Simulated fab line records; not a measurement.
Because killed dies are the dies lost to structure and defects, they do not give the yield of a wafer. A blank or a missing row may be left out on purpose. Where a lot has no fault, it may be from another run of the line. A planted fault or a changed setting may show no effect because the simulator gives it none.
The tool behind it: which one? ; flow gf180mcu ; 6 lots, 18 wafers sampled, at 2 steps of a route of 602

== WHAT THE GAUGES SHOWED, per wafer ==
GF_HV_LDD_THK_MEAS_57.
lot;measured;on;HV_LDD_CVD_56_THK (nm)
L809;day 12 23:24;filmMetro-03;90.4 90.6 90.3
L813;day 13 21:22;filmMetro-02;89.8 89.8 90.0
L816;day 14 22:02;filmMetro-03;89.7 89.8 90.2
L818;day 15 19:02;filmMetro-02;89.4 89.5 89.5
L829;day 20 06:53;filmMetro-04;84.8 82.1 78.5
L831;day 20 23:17;filmMetro-03;89.4 89.5 89.5

== TOOL THAT RAN EACH LOT (tool first, then ch and the chambers of the sampled wafers, then the start) ==
lot;GF_HV_LDD_CVD_56
L809;lpcvd-02 ch 1, day 12 21:57
L813;lpcvd-02 ch 1, day 13 19:56
L816;lpcvd-01 ch 1, day 14 20:36
L818;lpcvd-01 ch 1, day 15 17:34
L829;lpcvd-02 ch 0, day 20 05:27
L831;lpcvd-01 ch 0, day 20 21:08
- GF_HV_LDD_CVD_56: deposits Si3N4 from DCS/NH3, target thk 90 nm, time 1543 s.

== THE ANSWER, worked out from the rows above alone ==
Rule: the usual values come from the lots themselves. The widest of any qualifying gaps counts: lots, ordered by their means at a reading, are off when they make up no more than a third of the lots, leave a main group of 4 or more, and stand apart from it by 3 or more times the standard deviation of that group's means. The tables above print the reading to a certain number of digits; a main group whose means all agree to those digits is not used. A lot without any number at a reading at which 4 lots or more have one is off too. The other lots that the step has rows for count as sound.
Off: L829, seen at GF_HV_LDD_THK_MEAS_57 (HV_LDD_CVD_56_THK). Mean 89.8 nm and standard deviation 0.36 in the main group.
If a tool, at a process step before that reading, ran all the lots that are off and no sound lot after the first of them, it fits. The gauges at GF_HV_LDD_THK_MEAS_57 are tried like those tools. This does not decide it: 2 tools fit, namely lpcvd-02 at GF_HV_LDD_CVD_56 and filmMetro-04 at GF_HV_LDD_THK_MEAS_57.

== WHAT THE SIMULATOR HAD INSERTED ==
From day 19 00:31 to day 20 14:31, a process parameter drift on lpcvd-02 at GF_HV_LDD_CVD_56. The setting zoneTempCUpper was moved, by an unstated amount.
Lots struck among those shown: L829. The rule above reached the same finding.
